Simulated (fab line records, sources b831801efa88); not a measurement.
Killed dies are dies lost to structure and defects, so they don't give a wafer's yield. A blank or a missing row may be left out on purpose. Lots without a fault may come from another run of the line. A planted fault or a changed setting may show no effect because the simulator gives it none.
A struck lot beside a sound one | flow sky130 | 44 steps out of a route of 708
Sound: wafers L543.2, L543.5, L543.6. Struck: wafer L546.3. (L546.1, L546.2 of the same lot were not struck and are left out.) The cause comes at the end.
At each step with rows: each side's tool, then ch and its chambers, then its first start. Under that, the readings that differ: sound wafers | struck wafers | difference of the means | sigmas: that difference in standard deviations of wafers without a fault.
alike: readings whose means differ by less than 2 such deviations, and words and numbers that are the same on both sides. not compared: withheld readings, readings that some wafer has no value for, bounds like >300 that may hide the same value, and numbers for which the record gives no deviation and whose values overlap.
The two part at a step that has a row with sigmas, a row that says differs or no value, or rows on one side only. Numbers that don't overlap but have no deviation are shown without sigmas and don't part them. A reading that every wafer of one side lacks parts them only if that side has two wafers or more.

first, 1 step without rows for these wafers: SKY_VIA2_SPUTTER_20 (material TiN, target thk 20 nm, time 80 s).
SKY_VIA2_CVD_21: deposits W, target thk 420 nm, time 126.4 s.
  sound on cvd_w-01 ch 0,1, day 36 19:01; struck on cvd_w-01 ch 0, day 38 05:58
  alike: heater_power_w
  not compared: since_wet_clean_h
SKY_VIA2_RS_MEAS_22: measures by four-point-probe.
  sound on film_metro-04, day 36 19:10; struck on film_metro-04, day 38 06:05
  alike: VIA2_W_RS
SKY_VIA2_THK_MEAS_23: measures by xrf.
  sound on film_metro-04, day 36 19:16; struck on film_metro-04, day 38 06:13
  alike: VIA2_W_THK
then, 1 step without rows for these wafers: SKY_VIA2_CMP_24 (polishes, stops on SiO2, t overpolish 20 s, target thk 0 nm).
SKY_METAL3_SPUTTER_00: material Ti, target thk 15 nm, time 10 s.
  sound on pvd_sputter-04, day 36 19:37; struck on pvd_sputter-02, day 38 06:34
  alike: throttle_valve_pct
then, 5 steps without rows for these wafers: SKY_METAL3_SPUTTER_01 (material TiN, target thk 20 nm, time 16.7 s); SKY_METAL3_SPUTTER_02 (material AlCu, target thk 735 nm, time 39.1 s); SKY_METAL3_SPUTTER_03 (material Ti, target thk 5 nm, time 3.3 s); SKY_METAL3_SPUTTER_04 (material TiN, target thk 70 nm, time 58.3 s); SKY_CAPM_CVD_00 (deposits SiO2, target thk 15.5 nm).
SKY_CAPM_THK_MEAS_01:
  sound on film_metro-04, day 36 19:49; struck on film_metro-03, day 38 06:45
  reading              | sound             | struck | difference | sigmas
  CAPM_CVD_00_THK (nm) | 15.38 15.65 15.32 | 14.87  | -0.58      | -3
SKY_CAPM_SPUTTER_02: material TiN, target thk 200 nm, time 166.7 s.
  sound on pvd_sputter-01, day 36 19:52; struck on pvd_sputter-01, day 38 06:49
  reading                                  | sound           | struck | difference | sigmas
  model.TiN_of_CAPM_SPUTTER_02.thk_nm (nm) | 202 202.3 203.3 | 218    | +15        |
  alike: throttle_valve_pct
SKY_CAPM_RS_MEAS_03: measures by four-point-probe.
  sound on film_metro-02, day 36 19:59; struck on film_metro-03, day 38 06:55
  reading              | sound          | struck | difference | sigmas
  CAPM_TIN_RS (ohm/sq) | 6.85 6.86 6.81 | 6.31   | -0.53      | -6
SKY_CAPM_THK_MEAS_04: measures by xrf.
  sound on film_metro-02, day 36 20:06; struck on film_metro-03, day 38 07:02
  reading           | sound             | struck | difference | sigmas
  CAPM_TIN_THK (nm) | 199.5 200.3 200.8 | 216.9  | +16.7      | +7
then, 7 steps without rows for these wafers: SKY_CAPM_DEHYDRATE_05 (time 60 s); SKY_CAPM_HMDS_06 (prime time 60 s); SKY_CAPM_COAT_07 (resist thk 1140 nm); SKY_CAPM_SOFTBAKE_08 (time 60 s); SKY_CAPM_EXPOSE_09 (exposes mask CAPM, target cd 1000 nm); SKY_CAPM_PEB_10; SKY_CAPM_DEVELOP_11 (develop time 60 s).
SKY_CAPM_OVL_MEAS_12:
  sound on overlay-01, day 37 21:23; struck on overlay-01, day 39 07:27
  reading       | sound          | struck | difference | sigmas
  CAPM_OVL (nm) | -0.4 -0.4 -0.9 | 2.1    | +2.7       | +2
SKY_CAPM_METAL_ETCH_13: etches TiN in Cl2/BCl3, stops on SiO2, target depth 220 nm, time 62.9 s.
  sound on rie_metal-03 ch 0,1, day 37 21:25; struck on rie_metal-04 ch 0, day 39 07:29
  reading               | sound             | struck | difference | sigmas
  oes_product_au (a.u.) | 0.949 0.949 0.955 | 0.990  | +0.039     | +5
  rf_fwd_power_W (W)    | 900 896 900       | 889    | -10        | -2
  alike: chamber_pressure_mTorr, drypump_motor_current_A, throttle_valve_pct
  not compared: rf_hours_counter_h
then, 12 steps without rows for these wafers: SKY_CAPM_STRIP_14 (strips in O2/N2); SKY_CAPM_STRIP_15 (strips in post etch residue remover, time 1200 s); SKY_CAPM_CLEAN_16 (cleans in IPA, time 180 s); SKY_CAPM_CLEAN_17 (cleans in O3/DIW); SKY_METAL3_DEHYDRATE_05 (time 60 s); SKY_METAL3_HMDS_06 (prime time 60 s); SKY_METAL3_COAT_07 (resist thk 60 nm); SKY_METAL3_COAT_08 (resist thk 1140 nm); SKY_METAL3_SOFTBAKE_09 (time 90 s); SKY_METAL3_EXPOSE_10 (exposes mask MM3, target cd 300 nm); SKY_METAL3_PEB_11; SKY_METAL3_DEVELOP_12 (develop time 60 s).
SKY_METAL3_CD_MEAS_13: target cd 300 nm.
  sound on cd_sem-01, day 38 23:29; struck on cd_sem-02, day 40 08:43
  alike: cd_nm
SKY_METAL3_OVL_MEAS_14:
  sound on overlay-01, day 38 23:35; struck on overlay-02, day 40 08:50
  alike: METAL3_OVL
SKY_METAL3_DESCUM_15: chemistry O2, time 8 s.
  sound on rie_metal-02 ch 0,1, day 38 23:37; struck on rie_metal-01 ch 0, day 40 08:53
  reading            | sound             | struck | difference | sigmas
  rf_fwd_power_W (W) | 149.1 148.8 148.5 | 146.1  | -2.7       | -3
  alike: chamber_pressure_mTorr, drypump_motor_current_A, oes_product_au
  not compared: rf_hours_counter_h
SKY_METAL3_ETCH_16: etches BARC in N2/H2, stops on SiO2, time 88.2 s, target depth 60 nm.
  sound on rie_metal-02 ch 0,1, day 38 23:38; struck on rie_metal-01 ch 0, day 40 08:55
  alike: chamber_pressure_mTorr, drypump_motor_current_A, oes_product_au, rf_fwd_power_W, throttle_valve_pct
  not compared: rf_hours_counter_h
then, 1 step without rows for these wafers: SKY_METAL3_ETCH_17 (etches SiO2 in C4F8/O2/Ar, stops on TiN, time 3.9 s, target depth 15 nm).
SKY_METAL3_METAL_ETCH_18: etches the open film in Cl2/BCl3, stops on SiO2, target depth 845 nm, time 183.1 s.
  sound on rie_metal-01 ch 0,1, day 38 23:46; struck on rie_metal-02 ch 0, day 40 09:02
  alike: chamber_pressure_mTorr, drypump_motor_current_A, oes_product_au, rf_fwd_power_W, throttle_valve_pct
  not compared: rf_hours_counter_h
SKY_METAL3_STRIP_20: strips in post etch residue remover, time 1200 s.
  sound on wet_bench-04 ch 0, day 39 00:02; struck on wet_bench-04 ch 0, day 40 09:19
  reading                                  | sound             | struck | difference | sigmas
  model.TiN_of_CAPM_SPUTTER_02.thk_nm (nm) | 201.1 201.5 202.5 | 217.2  | +15.5      |
-- the record jumps here: 7 days lie between the struck wafers' starts before and after (it left off in module METAL3 and takes up again in module PAD_OPEN, whose first step shown is number 708 of the route) --
SKY_PAD_OPEN_PROBE_99:
  sound on prober-01, day 46 04:11; struck on prober-02, day 47 06:44
  reading                          | sound             | struck | difference | sigmas
  killed_at_front_end              | 22 20 20          | 11     | -10        | -2
  model.etest.cap_mim.plate_ohm_sq | 5.926 5.934 5.884 | 5.433  | -0.482     |
  alike: defect_limited_yield, killed_at_M0_to_M3, killed_at_M4_up, killed_at_contacts, killed_at_other, killed_dies, killed_open, killed_short, sort_bin_3_pad_short, sort_bin_5_function, sort_bin_6_memory, sort_n_pass, sort_yield_pct

WHERE THEY PART
First at SKY_CAPM_THK_MEAS_01; last, within this record, at SKY_PAD_OPEN_PROBE_99.

WHY: what the simulator had put in
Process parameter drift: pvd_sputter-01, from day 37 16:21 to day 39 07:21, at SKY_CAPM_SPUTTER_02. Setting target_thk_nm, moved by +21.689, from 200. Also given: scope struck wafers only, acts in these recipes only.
